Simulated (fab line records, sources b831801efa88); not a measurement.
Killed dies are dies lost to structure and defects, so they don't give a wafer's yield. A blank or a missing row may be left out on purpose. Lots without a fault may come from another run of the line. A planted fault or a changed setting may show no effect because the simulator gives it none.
One fault seen from 2 desks | flow sky130 | each desk has only its own numbers; what lay behind them comes last

THE METROLOGY DESK
What the gauges read, lot by lot, whatever tool the lot ran on: means of the sampled wafers that have a number. A lot is out of limits, marked OUT, if its mean lies more than 4 standard deviations from the usual mean; the brackets give that distance.
Columns: A = GATE_OXIDE_TW at SKY_GATE_OXIDE_TW_MEAS_14, usual 223.7; B = LDD_N_OVL at SKY_LDD_N_OVL_MEAS_07, usual 0.5 nm
lot  | first seen here | A     | B
L383 | day 14 00:47    | 225.5 | 1.1
L385 | day 14 15:09    | 221.6 | 0.8
L386 | day 14 19:53    | 223.1 | 0.1
L387 | day 15 09:35    | 222.3 | -2.8
L388 | day 15 20:45    | 222.0 | -1.5
L390 | day 16 19:24    | 223.4 | 0.8
L393 | day 17 19:51    | 226.3 | 2.1
L396 | day 18 09:51    | 224.2 | 1.5
L398 | day 19 12:48    | 225.3 | 1.0
L401 | day 20 07:13    | 225.6 | 1.5
L403 | day 20 22:41    | 224.3 | 3.1
L404 | day 21 08:05    | 225.6 | -0.4
L406 | day 21 21:36    | 226.1 | 0.4
This desk's finding: nothing out of limits on any of the 13 lots.

THE TOOL OWNER'S DESK: implanter-04
The tool's own readings at SKY_LDD_N_IMPLANT_09: means of the sampled wafers that have a number, for each lot that ran on this tool. A lot is out of limits, marked OUT, if its mean lies more than 4 standard deviations from the usual mean; the brackets give that distance.
Columns: A = beam_on_s at SKY_LDD_N_IMPLANT_09, usual 10.00 s; B = dose_ions_cm2 at SKY_LDD_N_IMPLANT_09, usual 7.499e+13; C = faraday_current_uA at SKY_LDD_N_IMPLANT_09, usual 423; D = rotation_deg at SKY_LDD_N_IMPLANT_09, usual 113.00 degrees
lot  | first seen here | A     | B                           | C              | D
L387 | day 19 13:16    | 10.00 | 7.492e+13                   | 423            | 112.99
L388 | day 19 23:12    | 9.93  | 7.502e+13                   | 425            | 113.01
L398 | day 23 13:50    | 10.05 | 7.497e+13                   | 421            | 112.99
L403 | day 24 23:34    | 10.80 | 9.152e+13 (+99 or more) OUT | 477 (+5.7) OUT | 113.03
L404 | day 25 08:22    | 10.81 | 9.146e+13 (+99 or more) OUT | 476 (+5.6) OUT | 113.00
This desk's finding: out of limits on L403, L404; first on L403, day 24 23:34 (dose_ions_cm2 at SKY_LDD_N_IMPLANT_09). In limits: L387, L388, L398.

PUT TOGETHER
The tool owner's desk could have raised an alarm at day 24 23:34, on L403, L404.
The metrology desk saw nothing out of limits.
The metrology desk has L403, L404 on record, within its limits.
Of the lots named, all ran SKY_LDD_N_IMPLANT_09 on implanter-04.

WHAT THE SIMULATOR HAD PUT IN
Process parameter drift: implanter-04, from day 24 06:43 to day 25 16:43, at SKY_LDD_N_IMPLANT_09. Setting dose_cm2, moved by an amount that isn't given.
Lots struck among those shown: L403, L404.
Hours from the fault's start to each desk's first reading out of limits: the tool owner's desk, 17.
